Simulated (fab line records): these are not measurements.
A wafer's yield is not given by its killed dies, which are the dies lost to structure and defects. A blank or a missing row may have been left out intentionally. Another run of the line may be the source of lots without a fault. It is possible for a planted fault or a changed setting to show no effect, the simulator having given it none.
Code-filled problem report in 8D (eight disciplines) form / flow sky130 / the parts of the form that need people (team, actions taken, sign-off) are left out

## 1. WHAT WENT WRONG
GATE_OXIDE_OXIDATION_00_THK at SKY_GATE_OXIDE_THK_MEAS_02 reads a mean of 6.26 nm on 6 wafers of 2 lots; wafers without a fault read 10.37 nm with a standard deviation of 0.21. That is -20 standard deviations from the usual mean.
First observed at day 17 15:44: wafer L832.3, on film-metro-01. The record holds 39 wafers of 13 lots with a number at this step. By rule, "out" or "out of limits" means more than 4 standard deviations away from the usual mean. Any other wafer with a number is counted as sound.

## 2. WHAT IT IS, AND WHAT IT ISN'T
question=which readings at this step | is=GATE_OXIDE_OXIDATION_00_THK | is not=-
question=which lots | is=L832, L833 | is not=L818, L819, L820, L821, L822, L823, L828, L835, L836, L839, L840
question=which wafers of those lots | is=all that have a number | is not=-
question=read on which gauges | is=film-metro-01 | is not=film-metro-03
question=when | is=from day 17 15:44 | is not=up to then (21 sound wafers); but 12 sound wafers of L835, L836, L839, L840 came after

## 3. THE SUSPECTS, EACH WITH WHAT RULES IT OUT
Counting: any tool at a process step up to the reading is kept as a suspect provided that every lot that is out went through it and no sound lot did after the first of them.
- the gauge at SKY_GATE_OXIDE_THK_MEAS_02: kept. All the wafers that are out were read on film-metro-01, and no step on other tools shows them out.
- furnace-01 at SKY_GATE_OXIDE_OXIDATION_01 (stabilise 600 s, purge 300 s, target thk 10.268 nm): kept. Every lot that is out went through it, starting with L832 (day 17 14:18), and after that it ran no sound lot; the last sound lot it ran before then is L823 (day 14 17:37).
What counting leaves: furnace-01 at SKY_GATE_OXIDE_OXIDATION_01 and film-metro-01 at SKY_GATE_OXIDE_THK_MEAS_02.

## 4. THE CAUSE (what the simulator had put in)
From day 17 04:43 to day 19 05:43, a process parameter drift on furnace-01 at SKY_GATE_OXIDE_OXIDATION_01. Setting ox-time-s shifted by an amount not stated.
After counting, 2 suspects remain, this tool included.

## 5. THE EFFECT CHAIN, in route order
One row per reading whose mean, taken over the struck wafers that have a number, lies over 3 standard deviations from the usual. Scope: only readings with a usual standard deviation given in the record; hours: median across lots of the time from each lot's start at the first step in this table that gives one to its start at this step; sigmas: change in usual standard deviations.
hours=0; step=SKY_GATE_OXIDE_THK_MEAS_02; reading=GATE_OXIDE_OXIDATION_00_THK; usual=10.37 nm; on struck wafers=6.26; change=-4.11; sigmas=-20
Later measuring or inspecting steps at which every struck wafer that the step has a row for has a number for every such reading, and none has moved that far: SKY_RES_PROTECT_TW_MEAS_08.

## 6. WHAT WOULD HAVE CAUGHT IT SOONER
11 hours passed between the start of the fault at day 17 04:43 and the first reading out of limits at a measuring or inspecting step in this record, taken at day 17 15:44.
Among the 2 lots that are out, L833 began SKY_GATE_OXIDE_OXIDATION_01 on furnace-01 after day 17 15:44. It would have been spared by a hold on the tool at that moment.
